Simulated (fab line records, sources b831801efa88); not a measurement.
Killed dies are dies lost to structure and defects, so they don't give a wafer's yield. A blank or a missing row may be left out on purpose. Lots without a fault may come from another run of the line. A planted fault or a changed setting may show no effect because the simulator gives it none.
Chamber matching | flow sky130 | SKY_VIA2_CMP_24 on cmp-01: 4 sister chambers
The step polishes, stops on SiO2, t overpolish 20 s, target thk 0 nm. 7 wafers are shown with their chamber, then 8 later ones without.

WAFERS WITH THEIR CHAMBER
wafer  | chamber | motor_current_A (A) | overpolish_run_s (s)
L799.5 | 0       | 12.4                | 19.993
L817.1 | 3       | 10.9                | 19.977
L817.6 | 3       | 11.1                | 19.993
L815.2 | 1       | 11.4                | 20.004
L815.5 | 1       | 11.2                | 20.002
L815.6 | 2       | 9.7                 | 20.015
L818.2 | 2       | 10.0                | 19.989

WAFERS WITHOUT THEIR CHAMBER
wafer  | motor_current_A (A) | overpolish_run_s (s)
L818.3 | 11.3                | 20.014
L818.4 | 11.9                | 20.006
L819.1 | 9.6                 | 20.003
L819.3 | 11.1                | 19.993
L819.6 | 11.3                | 19.989
L821.1 | 11.3                | 20.003
L821.4 | 13.0                | 20.022
L821.6 | 13.1                | 20.004

WHICH CHAMBER EACH WENT THROUGH
wafer  | from the rows above     | in truth
L818.3 | 1                       | 1
L818.4 | can't be placed: 0 or 1 | 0
L819.1 | 2                       | 2
L819.3 | can't be placed: 3 or 1 | 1
L819.6 | can't be placed: 1 or 3 | 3
L821.1 | 1                       | 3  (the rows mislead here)
L821.4 | 0                       | 0
L821.6 | 0                       | 0
Placed correctly: 4 of 8. Can't be placed from these rows: 3 (the true chamber is among the candidates in 3). Placed wrongly: 1.
How it was worked out, from the rows above alone: a wafer's distance from a chamber is the root of the sum, over the readings, of the square of ((its reading less the chamber's mean) divided by the reading's scatter). The wafer belongs to the nearest chamber; if the next one is less than 2 further off, it can't be placed. A chamber's mean is the mean of its shown wafers. The scatter: the root of (the sum of the squares of (reading less its chamber's mean) over the shown wafers, divided by (wafers less chambers)).
